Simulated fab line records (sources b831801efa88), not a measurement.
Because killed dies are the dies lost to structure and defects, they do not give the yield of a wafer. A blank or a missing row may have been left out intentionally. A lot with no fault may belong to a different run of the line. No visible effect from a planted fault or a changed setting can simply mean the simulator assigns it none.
Which tool is to blame?    flow sky130    13 lots, 39 wafers sampled, at 2 steps of a route of 708

## WHAT EACH GAUGE READ, for each wafer
SKY_SONOS_ONO_CD_MEAS_13: the cd target is 410 nm. Usual: cd nm reads 409.3 nm (standard deviation 2.2).
lot   measured      on         cd nm (nm)         flag
L634  day 12 14:38  cd sem-01  413.8 411.8 411.4  
L635  day 12 22:35  cd sem-02  408.1 406.4 405.4  
L636  day 13 12:37  cd sem-01  409.2 407.9 406.6  
L637  day 13 16:29  cd sem-02  407.9 409.7 408.3  
L641  day 15 01:35  cd sem-02  410.6 411.1 411.6  
L642  day 15 13:31  cd sem-01  405.3 407.7 405.7  
L644  day 16 11:16  cd sem-01  410.3 409.6 407.2  
L649  day 18 06:17  cd sem-01  410.2 412.2 411.3  
L651  day 18 20:59  cd sem-02  407.2 406.1 408.5  
L652  day 18 23:42  cd sem-01  409.0 409.2 409.1  
L653  day 19 02:11  cd sem-02  410.6 413.3 411.5  
L654  day 19 11:20  cd sem-02  408.7 406.5 407.8  
L656  day 20 06:28  cd sem-02  407.3 409.5 409.9  

## WHAT TOOL EACH LOT RAN ON (gives the tool, then ch and the chambers of the sampled wafers, and finally the start)
lot   SKY_SONOS_TUNNEL_SOFTBAKE_03
L634  litho track-02 ch 0, day 10 20:23
L635  litho track-03 ch 0, day 11 03:10
L636  litho track-04 ch 0, day 11 17:00
L637  litho track-03 ch 0, day 11 17:53
L641  litho track-04 ch 0, day 13 02:39
L642  litho track-04 ch 0, day 13 15:03
L644  litho track-04 ch 0, day 14 12:28
L649  litho track-04 ch 0, day 15 15:09
L651  litho track-04 ch 0, day 16 17:06
L652  litho track-03 ch 0, day 16 19:20
L653  litho track-03 ch 0, day 17 00:23
L654  litho track-02 ch 0, day 17 09:11
L656  litho track-04 ch 0, day 18 02:33
- SKY_SONOS_TUNNEL_SOFTBAKE_03: time 61.83 s.

## AS READ BY THE TOOLS THEMSELVES (means over the sampled wafers that have a number; for cases with no such wafer, the mark the record gives instead)
SKY_SONOS_TUNNEL_SOFTBAKE_03. Usual: plate sensor t centre C 90.757 C, standard deviation 0.0097; plate sensor t edge C 90.829 C, standard deviation 0.0096.
lot   tool            plate sensor t centre C (C)  plate sensor t edge C (C)  flag
L634  litho track-02  90.756                       90.827                     
L635  litho track-03  90.755                       90.834                     
L636  litho track-04  90.758                       90.830                     
L637  litho track-03  90.744                       90.838                     
L641  litho track-04  90.758                       90.837                     
L642  litho track-04  90.760                       90.828                     
L644  litho track-04  90.751                       90.820                     
L649  litho track-04  90.763                       90.835                     
L651  litho track-04  90.765                       90.836                     
L652  litho track-03  90.762                       90.834                     
L653  litho track-03  90.749                       90.829                     
L654  litho track-02  90.760                       90.833                     
L656  litho track-04  90.767                       90.825                     

## THE ANSWER, worked out from the rows above alone
Rule: a lot is off if the mean of its wafers that have a number lies more than 3 standard deviations from the usual mean. Also off: a lot with no number at a reading for which 4 or more lots have one. The other lots that the step has rows for count as sound. After the gauges, taken in route order, come the tools' own readings; for these a lot's mean is taken, as printed above. The first step at which some lot is off is used, and at that step the reading that is off furthest; a lot without a number counts as furthest.
Nothing can be told from this: no lot is off at any reading shown.

## WHAT THE SIMULATOR HAD INSERTED
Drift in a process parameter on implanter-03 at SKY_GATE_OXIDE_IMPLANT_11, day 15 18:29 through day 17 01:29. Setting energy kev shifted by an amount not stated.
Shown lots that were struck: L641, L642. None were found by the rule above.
